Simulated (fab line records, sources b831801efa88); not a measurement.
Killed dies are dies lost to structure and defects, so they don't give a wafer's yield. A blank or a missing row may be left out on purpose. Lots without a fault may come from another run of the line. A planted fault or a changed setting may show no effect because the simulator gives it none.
Which tool did it? | flow gf180mcu | 7 lots, 20 wafers sampled, at 3 steps of a route of 602

WHAT THE GAUGES READ, wafer by wafer
GF_V2_RS_MEAS_24: measures by four-point-probe.
lot  | measured     | on            | V2_W_RS (ohm/sq)
L336 | day 20 03:32 | film_metro-01 | 0.324 0.327 0.327
L338 | day 21 06:09 | film_metro-01 | 0.322 0.324 0.319
L340 | day 21 23:00 | film_metro-03 | 0.326 0.327 0.326
L342 | day 22 20:32 | film_metro-01 | 0.331 0.328 0.332
L346 | day 24 00:28 | film_metro-01 | 0.329 0.332 0.331
L351 | day 26 10:07 | film_metro-01 | 0.333 0.382 0.336
L353 | day 26 19:40 | film_metro-03 | 0.327 0.373

WHICH TOOL RAN EACH LOT (tool, then ch and the chambers of the sampled wafers, then the start)
lot  | GF_V2_CVD_02                    | GF_V2_CVD_23
L336 | pecvd-02 ch 0,2, day 19 02:04   | cvd_w-01 ch 0,1, day 20 03:25
L338 | pecvd-02 ch 0,1,2, day 20 05:07 | cvd_w-02 ch 0, day 21 05:55
L340 | pecvd-04 ch 1,2, day 20 22:04   | cvd_w-01 ch 0,1, day 21 22:53
L342 | pecvd-03 ch 1,2, day 21 19:08   | cvd_w-02 ch 1, day 22 20:26
L346 | pecvd-03 ch 0,1,2, day 23 00:19 | cvd_w-01 ch 0,1, day 24 00:20
L351 | pecvd-02 ch 0,1,2, day 25 11:12 | cvd_w-01 ch 0,1, day 26 09:59
L353 | pecvd-03 ch 0,1, day 25 21:12   | cvd_w-01 ch 0, day 26 19:32
- GF_V2_CVD_02: deposits SiO2 from TEOS, target thk 850 nm, time 94.851 s.
- GF_V2_CVD_23: deposits W, target thk 350 nm, time 104.94 s.

THE ANSWER, worked out from the rows above alone
Rule: what is usual is taken from the lots themselves. Put in order of their means at a reading, lots are off if they are a third of the lots or fewer, leave a main group of 4 or more, and stand apart from it by a gap of 3 or more times the standard deviation of the main group's means; of several such gaps the widest counts. A main group whose means are all the same, to the digits that the tables above print for the reading, isn't used. A lot without any number at a reading at which 4 lots or more have one is off too. The other lots that the step has rows for count as sound.
Off: L351, L353, at GF_V2_RS_MEAS_24 (V2_W_RS). The main group: mean 0.327 ohm/sq, standard deviation 0.0033.
A tool fits if, at a process step before that reading, it ran every lot that is off, and no sound lot after the first of them. The gauges at GF_V2_RS_MEAS_24 are tried like those tools. One fits: cvd_w-01 at GF_V2_CVD_23. Its last sound lot is L346 (day 24 00:20), its first lot that is off L351 (day 26 09:59): a fault that began between those two fits.

WHAT THE SIMULATOR HAD PUT IN
Process parameter drift: cvd_w-01, from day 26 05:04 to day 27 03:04, at GF_V2_CVD_23. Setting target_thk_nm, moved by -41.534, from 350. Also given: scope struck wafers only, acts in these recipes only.
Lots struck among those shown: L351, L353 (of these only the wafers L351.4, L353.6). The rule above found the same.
